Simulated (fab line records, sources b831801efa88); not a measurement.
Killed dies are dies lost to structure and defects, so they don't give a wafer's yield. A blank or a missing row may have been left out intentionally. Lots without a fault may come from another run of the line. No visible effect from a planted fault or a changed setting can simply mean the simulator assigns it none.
2 desks, one fault | flow sky130 | each desk holds nothing but its own numbers, with what lay behind them at the end

## METROLOGY DESK
Lot by lot, what the gauges showed, no matter which tool ran the lot: averages of those sampled wafers that carry a number. If a lot's mean is further than 4 standard deviations from the usual mean, the lot is out of limits and carries the mark OUT (the distance appears in the brackets).
Columns: A = VIA4_OVL at SKY_VIA4_OVL_MEAS_11, usual -0.5 nm
lot  | first seen here | A
L926 | day 43 09:18    | -1.8
L929 | day 44 16:08    | 0.2
L931 | day 44 16:48    | 0.9
L936 | day 46 11:32    | -0.7
L940 | day 47 10:52    | -1.2
L942 | day 47 15:06    | 1.2
L943 | day 47 18:59    | -1.7
L944 | day 48 02:53    | 0.3
L946 | day 48 09:49    | 0.2
L947 | day 48 16:21    | 0.8
L948 | day 48 18:46    | -0.9
This desk's verdict: no lot among the 11 shows anything out of limits.

## TOOL OWNER'S DESK, litho-track-02
Per lot that ran on this tool, the mean of the sampled wafers carrying a number, from the tool's own readings at SKY_VIA4_SOFTBAKE_07 (time 60 s). If a lot's mean is further than 4 standard deviations from the usual mean, the lot is out of limits and carries the mark OUT (the distance appears in the brackets).
Columns: A = exhaust-pa at SKY_VIA4_SOFTBAKE_07, usual 45.1 Pa; B = plate-temp-C at SKY_VIA4_SOFTBAKE_07, usual 90.02 C; C = run-length-s at SKY_VIA4_SOFTBAKE_07, usual 89.01 s
lot  | first seen here | A    | B     | C
L929 | day 44 04:35    | 43.8 | 90.00 | 89.05
L931 | day 44 06:08    | 46.5 | 89.95 | 89.05
L940 | day 47 00:17    | 45.1 | 90.09 | 89.08
L942 | day 47 05:05    | 44.3 | 90.07 | 105.01 (+99 or more) OUT
L943 | day 47 09:11    | 44.3 | 89.92 | 104.93 (+99 or more) OUT
This desk's finding: out of limits on L942, L943; first on L942, day 47 05:05 (run-length-s at SKY_VIA4_SOFTBAKE_07). In limits: L929, L931, L940.

## TAKEN TOGETHER
The tool owner's desk could have raised an alarm at day 47 05:05, on L942, L943.
Nothing out of limits was seen by the metrology desk.
The metrology desk has L942, L943 on record, within its limits.
All the named lots went through SKY_VIA4_SOFTBAKE_07 on litho-track-02.

## WHAT THE SIMULATOR HAD INSERTED
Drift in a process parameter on litho-track-02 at SKY_VIA4_SOFTBAKE_07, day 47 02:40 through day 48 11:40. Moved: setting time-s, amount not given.
Shown lots that were struck: L942, L943.
How many hours passed from the start of the fault until each desk's first out-of-limits reading: the tool owner's desk, 2.
